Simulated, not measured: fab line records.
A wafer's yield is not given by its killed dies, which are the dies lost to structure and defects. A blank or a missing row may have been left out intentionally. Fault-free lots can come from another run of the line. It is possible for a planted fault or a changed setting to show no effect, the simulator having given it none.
fab line records	flow sky130
record lots=6	wafers=18	last-day=50
route steps=708 shown LDD_N@252 LDD_P@255 LDD_HVN@267 PAD_OPEN@708
lots with no fault: from the same line, run without faults
start-h: hours from the record's opening day to when the first of the lot's shown wafers began	wait-h: hours since the lot's step before	" identical to the entry in the row above	L1.1+2: several wafers, shown together as one row	- value missing, or start not given	* or withheld: withheld	< > ~ a bound
route shown NAME@n: NAME is a module with steps in the file, n the number in the route of the first one	usual: mean and standard deviation over wafers with no fault	same: alike in all rows	chamber/n: place in a boat	sites: readings site by site	_std_site: standard deviation of those values	_edge_site: outer sites' mean less inner sites'	radius-mm: for every site, how far away it sits from the centre of the wafer	mask NAME#n: copy n	behind: tool/chamber where the wafer was last shaped	hold: what put the lot on hold/how long, in hours/how the hold closed	device: transistor that didn't switch, given as n, p or np	end of line: tests of these same wafers at the route's end	a step with no rows: only its recipe	killed: not the wafer's yield, but the dies lost to structure and defects at the first sort	map: the dies of a wafer, with x for killed, . for not killed, _ for no die there
set.NAME: the setting as run; set.NAME@STEP: as run at that earlier step	model.NAME: the simulator's own value behind a step, which no gauge read
certain route steps with their lots: each step a table, each wafer a row
services: the hour from which a tool's chamber was out of use, counted from the record's first day as start-h (under 0 if before that day), plus the number of hours and why
## steps
# step SKY_LDD_N_IMPLANT_15
# recipe species=BF2	energy-kev=50	dose-cm2=5e+12	tilt-deg=30	rotation-deg=270
# step SKY_LDD_N_STRIP_16
# recipe chemistry=O2/N2	power-w=1400	pressure-mtorr=1500	platen-temp-c=withheld	o2-flow-sccm=3000	n2-flow-sccm=300	overash-fraction=0.5
# usual drypump-motor-current-A=5.7/0.52	oes-product-au=0.407/0.0046	strip-time-to-endpoint-s=4.316/0.015
lot.wafer	tool	chamber	start-h	wait-h	drypump-motor-current-A	oes-product-au	rf-hours-counter-h	strip-time-to-endpoint-s
L168.1	plasma-asher-04	1	407.71	0.1	4.9	0.411	60	4.312
L168.4	"	0	"	"	6.1	0.408	-	4.311
L168.5	"	0	"	"	6.1	0.409	-	4.320
L169.2	plasma-asher-02	0	419.73	0.1	5.1	0.403	73	4.301
L169.4	"	0	"	"	5.1	0.413	-	4.320
L169.5	"	0	"	"	5.1	0.410	-	4.311
L170.3	plasma-asher-04	0	426.84	0.1	6.1	0.413	-	4.291
L170.5	"	1	"	"	4.9	0.407	-	4.291
L170.6	"	0	"	"	6.1	0.402	-	4.287
L175.4	plasma-asher-03	0	482.16	0.1	6.0	0.406	-	4.316
L175.5	"	0	"	"	6.1	0.399	-	4.310
L175.6	"	1	"	"	5.8	0.404	-	4.341
L183.4	plasma-asher-02	0	548.39	0.1	5.1	0.419	-	4.315
L183.5	"	0	"	"	5.1	0.407	-	4.316
L183.6	"	1	"	"	6.2	0.402	-	4.347
L190.1	plasma-asher-04	0	603.33	0.1	6.1	0.408	79	4.291
L190.2	"	1	"	"	4.9	0.411	79	4.292
L190.3	"	0	"	"	6.1	0.409	-	4.298
# step SKY_LDD_N_TW_MEAS_17
# usual LDD_N_TW=2575/27
lot.wafer	tool	chamber	start-h	wait-h	LDD_N_TW
L168.1	film-metro-04	-	407.81	0.1	2560
L168.4	"	-	"	"	2552
L168.5	"	-	"	"	2563
L169.2	film-metro-01	-	419.84	0.1	2610
L169.4	"	-	"	"	2608
L169.5	"	-	"	"	2602
L170.3	film-metro-01	-	426.93	0.1	2596
L170.5	"	-	"	"	2606
L170.6	"	-	"	"	2606
L175.4	film-metro-04	-	482.26	0.1	2547
L175.5	"	-	"	"	2532
L175.6	"	-	"	"	2551
L183.4	film-metro-02	-	548.49	0.1	2566
L183.5	"	-	"	"	2565
L183.6	"	-	"	"	2571
L190.1	film-metro-01	-	603.43	0.1	2610
L190.2	"	-	"	"	2605
L190.3	"	-	"	"	2605
# step SKY_LDD_P_DEHYDRATE_00
# recipe temp-c=200	time-s=60
# step SKY_LDD_P_HMDS_01
# recipe prime-time-s=60	prime-temp-c=120
# step SKY_LDD_P_COAT_02
# recipe resist=NOVOLAK	spin-rpm=3000	resist-thk-nm=1140
# step SKY_LDD_P_SOFTBAKE_03
# recipe temp-c=90	time-s=60	resist=NOVOLAK
# step SKY_LDD_P_EXPOSE_04
# recipe mask-id=PSDM	na=0.6	source-shape=conventional	sigma-outer=0.6	polarization=unpolarized	target-cd-nm=380	dose-mj=138
# step SKY_LDD_P_PEB_05
# recipe temp-c=withheld	time-s=*	resist=NOVOLAK
# step SKY_LDD_P_DEVELOP_06
# recipe resist=NOVOLAK	developer=TMAH	develop-time-s=60	dev-temp-c=23
# step SKY_LDD_P_CD_MEAS_07
# recipe target-cd-nm=380
# usual cd-nm=380.3/1.9
lot.wafer	tool	chamber	start-h	wait-h	cd-nm
L168.1	cd-sem-02	-	437.37	0.1	379.7
L168.4	"	-	"	"	379.9
L168.5	"	-	"	"	379.7
L169.2	cd-sem-02	-	449.92	0.1	378.5
L169.4	"	-	"	"	378.4
L169.5	"	-	"	"	380.4
L170.3	cd-sem-02	-	457.33	0.1	383.0
L170.5	"	-	"	"	382.3
L170.6	"	-	"	"	381.5
L175.4	cd-sem-01	-	512.90	0.1	381.5
L175.5	"	-	"	"	381.9
L175.6	"	-	"	"	384.3
L183.4	cd-sem-01	-	578.76	0.1	379.2
L183.5	"	-	"	"	380.3
L183.6	"	-	"	"	378.4
L190.1	cd-sem-01	-	631.90	0.1	382.4
L190.2	"	-	"	"	383.0
L190.3	"	-	"	"	379.6
# step SKY_LDD_P_OVL_MEAS_08
# usual LDD_P_OVL=1.2/1.3
lot.wafer	tool	chamber	start-h	wait-h	LDD_P_OVL[nm]
L168.1	overlay-02	-	437.49	0.1	1.9
L168.4	"	-	"	"	1.4
L168.5	"	-	"	"	0.8
L169.2	overlay-02	-	450.02	0.1	-0.8
L169.4	"	-	"	"	0.7
L169.5	"	-	"	"	0.0
L170.3	overlay-01	-	457.42	0.1	1.5
L170.5	"	-	"	"	-1.3
L170.6	"	-	"	"	0.6
L175.4	overlay-02	-	512.98	0.1	0.3
L175.5	"	-	"	"	-0.2
L175.6	"	-	"	"	0.7
L183.4	overlay-01	-	578.84	0.1	0.4
L183.5	"	-	"	"	1.9
L183.6	"	-	"	"	1.8
L190.1	overlay-01	-	632.02	0.1	0.4
L190.2	"	-	"	"	0.6
L190.3	"	-	"	"	2.0
# step SKY_LDD_P_IMPLANT_09
# recipe species=BF2	energy-kev=25	dose-cm2=1e+13	tilt-deg=withheld
# usual beam-on-s=10.03/0.21
lot.wafer	tool	chamber	start-h	wait-h	beam-on-s
L168.1	implanter-02	0	437.53	0.0	10.05
L168.4	"	0	"	"	9.82
L168.5	"	0	"	"	10.14
L169.2	implanter-04	0	450.08	0.0	10.17
L169.4	"	0	"	"	10.36
L169.5	"	0	"	"	10.32
L170.3	implanter-04	0	457.50	0.1	9.84
L170.5	"	0	"	"	10.17
L170.6	"	0	"	"	9.75
L175.4	implanter-02	0	513.07	0.1	9.87
L175.5	"	0	"	"	10.41
L175.6	"	0	"	"	10.01
L183.4	implanter-03	0	578.93	0.1	10.16
L183.5	"	0	"	"	10.12
L183.6	"	0	"	"	9.88
L183.4	implanter-03	0	579.25	0.3	9.83
L183.5	"	0	"	"	10.22
L183.6	"	0	"	"	10.15
L190.1	implanter-04	0	632.05	0.0	10.34
L190.2	"	0	"	"	10.11
L190.3	"	0	"	"	9.88
L190.1	implanter-04	0	632.37	0.3	10.12
L190.2	"	0	"	"	9.98
L190.3	"	0	"	"	10.19
# step SKY_LDD_P_STRIP_10
# recipe chemistry=O2/N2	power-w=1400	pressure-mtorr=1500	platen-temp-c=withheld	o2-flow-sccm=3000	n2-flow-sccm=300	overash-fraction=0.5
# usual drypump-motor-current-A=5.7/0.38	oes-product-au=0.715/0.0042	strip-time-to-endpoint-s=14.17/0.037
lot.wafer	tool	chamber	start-h	wait-h	drypump-motor-current-A	oes-product-au	rf-hours-counter-h	strip-time-to-endpoint-s
L168.1	plasma-asher-01	1	437.68	0.1	5.5	0.716	30	14.15
L168.4	"	0	"	"	5.9	0.715	-	14.18
L168.5	"	1	"	"	5.4	0.711	-	14.17
L169.2	plasma-asher-03	0	450.20	0.1	6.0	0.716	2	14.17
L169.4	"	1	"	"	5.8	0.719	-	14.14
L169.5	"	0	"	"	6.1	0.710	-	14.17
L170.3	plasma-asher-03	0	457.63	0.1	6.0	0.715	-	14.18
L170.5	"	1	"	"	5.8	0.716	-	14.19
L170.6	"	0	"	"	6.1	0.720	-	14.15
L175.4	plasma-asher-01	0	513.18	0.1	6.0	0.719	-	14.15
L175.5	"	1	"	"	5.5	0.713	-	14.18
L175.6	"	0	"	"	5.9	0.716	-	14.18
L183.4	plasma-asher-04	0	579.35	0.1	6.1	0.712	-	14.25
L183.5	"	1	"	"	4.9	0.716	-	14.18
L183.6	"	0	"	"	6.1	0.709	-	14.14
L190.1	plasma-asher-01	0	632.52	0.1	6.0	0.716	49	14.17
L190.2	"	1	"	"	5.5	0.722	49	14.19
L190.3	"	1	"	"	5.5	0.712	-	14.15
# step SKY_LDD_P_TW_MEAS_11
# usual LDD_P_TW=634/4.8
lot.wafer	tool	chamber	start-h	wait-h	LDD_P_TW
L168.1	film-metro-01	-	437.78	0.1	636
L168.4	"	-	"	"	636
L168.5	"	-	"	"	632
L169.2	film-metro-02	-	450.31	0.1	630
L169.4	"	-	"	"	632
L169.5	"	-	"	"	629
L170.3	film-metro-02	-	457.72	0.1	630
L170.5	"	-	"	"	634
L170.6	"	-	"	"	634
L175.4	film-metro-03	-	513.39	0.2	629
L175.5	"	-	"	"	631
L175.6	"	-	"	"	630
L183.4	film-metro-03	-	579.45	0.1	784
L183.5	"	-	"	"	783
L183.6	"	-	"	"	786
L183.4	film-metro-03	-	579.79	0.3	783
L183.5	"	-	"	"	784
L183.6	"	-	"	"	785
L190.1	film-metro-02	-	632.62	0.1	795
L190.2	"	-	"	"	791
L190.3	"	-	"	"	788
L190.1	film-metro-02	-	632.85	0.2	789
L190.2	"	-	"	"	784
L190.3	"	-	"	"	791
# step SKY_LDD_HVN_DEHYDRATE_00
# recipe temp-c=200	time-s=60
# step SKY_PAD_OPEN_PROBE_99
# usual killed_at_M0_to_M3=46/6.7	killed_at_M4_up=3.3/2	killed-at-contacts=24/5.4	killed-at-front-end=15/4.3	killed-at-other=0.4/0.64	killed-dies=89/9.1	killed-open=48/7.2	killed-short=40/6.3
# same gross-dies=492	killed-at-back-side=0
lot.wafer	tool	chamber	start-h	wait-h	killed_at_M0_to_M3	killed_at_M4_up	killed-at-contacts	killed-at-front-end	killed-at-other	killed-dies	killed-open	killed-short	model.etest.tip-p.rs-ohm-sq	model.etest.pfet_01v8.r-on-ohm-um	model.etest.pfet_01v8.drive-ua-um	model.etest.sram-pfet-latch.drive-ua-um	model.etest.pfet_01v8_hvt.drive-ua-um	model.etest.pfet_01v8_mvt.drive-ua-um	model.etest.pfet_01v8_lvt.drive-ua-um	model.etest.pfet_01v8.off-log10-a-um
L168.1	prober-01	-	1086.23	0.1	44	8	23	14	0	89	40	49	6929	3046	181	132.9	133.7	144.8	171.4	-10.44
L168.4	prober-01	-	1086.38	0.2	51	4	20	15	1	91	52	39	6989	3003	184.7	132.8	136.3	145.8	173.6	-10.18
L168.5	prober-01	-	1086.43	0.2	44	3	34	13	0	94	59	35	6954	2958	186.4	139.4	137.9	147.8	174.4	-10.13
L169.2	prober-02	-	1093.21	0.1	42	5	27	15	0	89	51	37	6877	2843	196.8	148.1	147	154.8	174	-9.434
L169.4	prober-02	-	1093.31	0.2	50	0	29	16	2	97	48	46	6833	2980	186.4	135.1	139.6	149.5	169	-9.934
L169.5	prober-02	-	1093.36	0.2	55	4	28	16	1	104	39	65	6892	2903	189.1	134.1	139.9	150.1	172.6	-9.905
L170.3	prober-01	-	1100.14	0.2	37	6	21	13	2	79	42	34	6883	2907	191.8	137.2	141.5	150.5	174.5	-9.731
L170.5	prober-01	-	1100.24	0.2	39	3	29	19	1	91	49	41	6877	2944	185.8	145.4	139.4	147.6	173.7	-10.13
L170.6	prober-01	-	1100.29	0.2	38	1	18	21	0	78	43	34	6905	2907	191.4	140	141.7	149.9	173.3	-9.591
L175.4	prober-01	-	1136.31	0.2	40	2	24	18	0	84	44	40	6937	2932	190.5	140	141	148.8	175.3	-9.771
L175.5	prober-01	-	1136.36	0.2	38	1	17	15	1	72	36	36	6910	3084	181.5	130.7	134.1	144.4	171.4	-10.34
L175.6	prober-01	-	1136.41	0.2	52	3	16	11	0	82	45	37	6928	2873	192.1	142.9	143.4	150.1	177.1	-9.529
L183.4	prober-01	-	1179.30	0.2	50	4	14	17	0	85	46	39	3905	2618	221.4	165	165.3	164.6	186.8	-8.065
L183.5	prober-01	-	1179.35	0.2	43	5	30	14	0	92	40	52	3948	2747	207.9	160.3	153.9	157.7	182	-8.6
L183.6	prober-01	-	1179.40	0.2	38	3	20	11	0	72	38	34	3942	2678	215.5	154.8	161.6	161.1	185.4	-8.54
L190.1	prober-01	-	1209.31	0.1	43	3	21	19	1	87	36	51	3925	2664	216.8	161.2	162.6	162	182.1	-8.547
L190.2	prober-01	-	1209.36	0.1	46	2	23	15	0	86	48	38	3898	2604	220.8	167.1	166.4	165.6	183.7	-8.59
L190.3	prober-01	-	1209.41	0.2	47	4	22	22	0	95	49	46	3893	2686	215	160	160.9	160.1	182.5	-8.816
# killed by level:class
L168.1 CONTACT:geometric-particle:open=9 METAL1:geometric-particle:short=9 VIA3:geometric-particle:open=8 VIA1:geometric-particle:open=7 METAL4:geometric-particle:short=7 LI_CONTACT:geometric-particle:open=6 POLY_GATE:geometric-particle:short=5 VIA2:geometric-particle:open=5
L168.4 VIA1:geometric-particle:open=11 LI_CONTACT:geometric-particle:open=9 VIA2:geometric-particle:open=9 METAL2:geometric-particle:short=8 CONTACT:geometric-particle:open=6 VIA3:geometric-particle:open=6 FIELD_ISO:geometric-particle:open=5 VIA2:geometric-particle:short=5
L168.5 CONTACT:geometric-particle:open=17 VIA1:geometric-particle:open=9 LI_CONTACT:geometric-particle:open=7 VIA2:geometric-particle:open=7 VIA3:geometric-particle:open=7 VIA2:geometric-particle:short=5 CONTACT:geometric-particle:short=5 POLY_GATE:geometric-particle:short=4
L169.2 VIA1:geometric-particle:open=13 CONTACT:geometric-particle:open=11 VIA2:geometric-particle:open=7 FIELD_ISO:geometric-particle:open=5 LI_CONTACT:geometric-particle:open=5 CONTACT:geometric-particle:short=5 VIA1:geometric-particle:short=5 METAL4:geometric-particle:short=5
L169.4 CONTACT:geometric-particle:open=14 VIA1:geometric-particle:open=8 VIA3:geometric-particle:open=8 FIELD_ISO:geometric-particle:short=6 METAL2:geometric-particle:short=6 METAL1:geometric-particle:short=6 VIA1:geometric-particle:short=6 VIA2:geometric-particle:short=5
L169.5 METAL2:geometric-particle:short=12 VIA1:geometric-particle:open=9 CONTACT:geometric-particle:short=9 VIA3:geometric-particle:short=7 VIA3:geometric-particle:open=7 CONTACT:geometric-particle:open=6 METAL3:geometric-particle:short=6 FIELD_ISO:geometric-particle:short=5
L170.3 FIELD_ISO:geometric-particle:open=7 LI_CONTACT:geometric-particle:open=7 VIA1:geometric-particle:open=7 VIA3:geometric-particle:open=7 CONTACT:geometric-particle:open=6 VIA1:geometric-particle:short=5 METAL4:geometric-particle:short=5 CONTACT:geometric-particle:short=4
L170.5 VIA1:geometric-particle:open=10 LOCAL_INTERCONNECT:geometric-particle:short=8 LI_CONTACT:geometric-particle:open=7 CONTACT:geometric-particle:open=7 FIELD_ISO:geometric-particle:open=6 VIA2:geometric-particle:short=6 VIA2:geometric-particle:open=6 POLY_GATE:geometric-particle:open=5
L170.6 POLY_GATE:geometric-particle:open=11 METAL2:geometric-particle:short=10 CONTACT:geometric-particle:open=9 VIA3:geometric-particle:open=6 VIA1:geometric-particle:open=5 VIA2:geometric-particle:open=5 METAL3:geometric-particle:short=5 FIELD_ISO:geometric-particle:open=4
L175.4 VIA1:geometric-particle:open=11 VIA3:geometric-particle:open=7 LI_CONTACT:geometric-particle:open=6 CONTACT:geometric-particle:open=6 CONTACT:geometric-particle:short=6 FIELD_ISO:geometric-particle:short=5 LI_CONTACT:geometric-particle:short=5 FIELD_ISO:geometric-particle:open=4
L175.5 VIA1:geometric-particle:open=8 LI_CONTACT:geometric-particle:open=6 CONTACT:geometric-particle:short=6 METAL1:geometric-particle:short=6 VIA1:geometric-particle:short=5 VIA2:geometric-particle:open=5 FIELD_ISO:geometric-particle:short=4 SPACER:geometric-particle:short=4
L175.6 VIA1:geometric-particle:open=13 VIA2:geometric-particle:open=10 CONTACT:geometric-particle:open=7 METAL1:geometric-particle:short=6 VIA3:geometric-particle:open=6 FIELD_ISO:geometric-particle:short=5 METAL2:geometric-particle:short=5 CONTACT:geometric-particle:short=4
L183.4 VIA1:geometric-particle:open=13 METAL1:geometric-particle:short=9 VIA3:geometric-particle:open=8 VIA1:geometric-particle:short=5 CONTACT:geometric-particle:open=5 CONTACT:geometric-particle:short=5 VIA2:geometric-particle:open=5 FIELD_ISO:geometric-particle:short=4
L183.5 VIA1:geometric-particle:open=10 METAL1:geometric-particle:short=9 LOCAL_INTERCONNECT:geometric-particle:short=7 CONTACT:geometric-particle:open=7 LI_CONTACT:geometric-particle:short=6 FIELD_ISO:geometric-particle:short=5 METAL2:geometric-particle:short=5 POLY_GATE:geometric-particle:short=4
L183.6 VIA1:geometric-particle:open=13 LOCAL_INTERCONNECT:geometric-particle:short=6 VIA2:geometric-particle:short=5 LI_CONTACT:geometric-particle:open=4 CONTACT:geometric-particle:short=4 METAL1:geometric-particle:short=4 VIA2:geometric-particle:open=4 FIELD_ISO:geometric-particle:short=3
L190.1 VIA1:geometric-particle:open=8 CONTACT:geometric-particle:short=6 METAL3:geometric-particle:short=6 POLY_GATE:geometric-particle:open=5 POLY_GATE:geometric-particle:short=5 LI_CONTACT:geometric-particle:short=5 VIA2:geometric-particle:open=5 METAL1:geometric-particle:open=5
L190.2 VIA1:geometric-particle:open=13 CONTACT:geometric-particle:open=10 VIA2:geometric-particle:open=9 METAL1:geometric-particle:short=6 FIELD_ISO:geometric-particle:open=5 POLY_GATE:geometric-particle:open=4 CONTACT:geometric-particle:short=4 VIA2:geometric-particle:short=4
L190.3 METAL2:geometric-particle:short=10 VIA1:geometric-particle:open=8 VIA3:geometric-particle:open=7 POLY_GATE:geometric-particle:open=7 LI_CONTACT:geometric-particle:open=7 VIA1:geometric-particle:short=7 CONTACT:geometric-particle:open=6 SPACER:geometric-particle:short=5
## services
tool	chamber	start-h	hours	kind
implanter-03	-	389.00	14.9	repair
plasma-asher-01	-	394.69	12.0	repair
plasma-asher-03	-	421.25	9.0	pm
plasma-asher-03	0	421.25	9.0	vent-cycle
plasma-asher-03	1	421.25	9.0	vent-cycle
plasma-asher-03	0	430.25	-	clean
plasma-asher-03	1	430.25	-	clean
implanter-02	-	430.90	4.9	repair
implanter-04	-	431.86	2.2	pm
plasma-asher-02	-	463.51	2.4	repair
implanter-03	-	474.34	29.7	pm
implanter-04	-	483.99	3.6	repair
implanter-02	-	530.94	3.8	pm
plasma-asher-01	-	536.01	1.9	repair
implanter-03	-	562.14	4.6	repair
implanter-02	-	572.16	1.8	repair
implanter-02	-	630.00	2.8	repair
## key
first-sign step=SKY_LDD_P_IMPLANT_09	reading=visit	direction=added
effect step=SKY_LDD_P_TW_MEAS_11	reading=visit	direction=added
effect step=SKY_LDD_P_TW_MEAS_11	reading=LDD_P_TW	direction=up	sigmas=32	usual=634	struck=788
model-effect step=SKY_PAD_OPEN_PROBE_99	value=etest.tip-p.rs-ohm-sq	without=6875	struck=3919
met-at SKY_LDD_P_IMPLANT_09
struck-wafers L183.4,L183.5,L183.6,L190.1,L190.2,L190.3
tester-left-out L183,L190
fault kind=repeated-step-whole	tool=implanter-02,implanter-03,implanter-04	chamber=-	onset-h=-	steps=SKY_LDD_P_IMPLANT_09	times=1	scope=struck-lots-only
# tester-left-out: of these lots the tester's yield and bins aren't shown, on N5 and GAA mostly nor the transistor test; their killed dies are dies lost to structure and defects alone, not to doping, threshold or leakage, so they don't give the yield
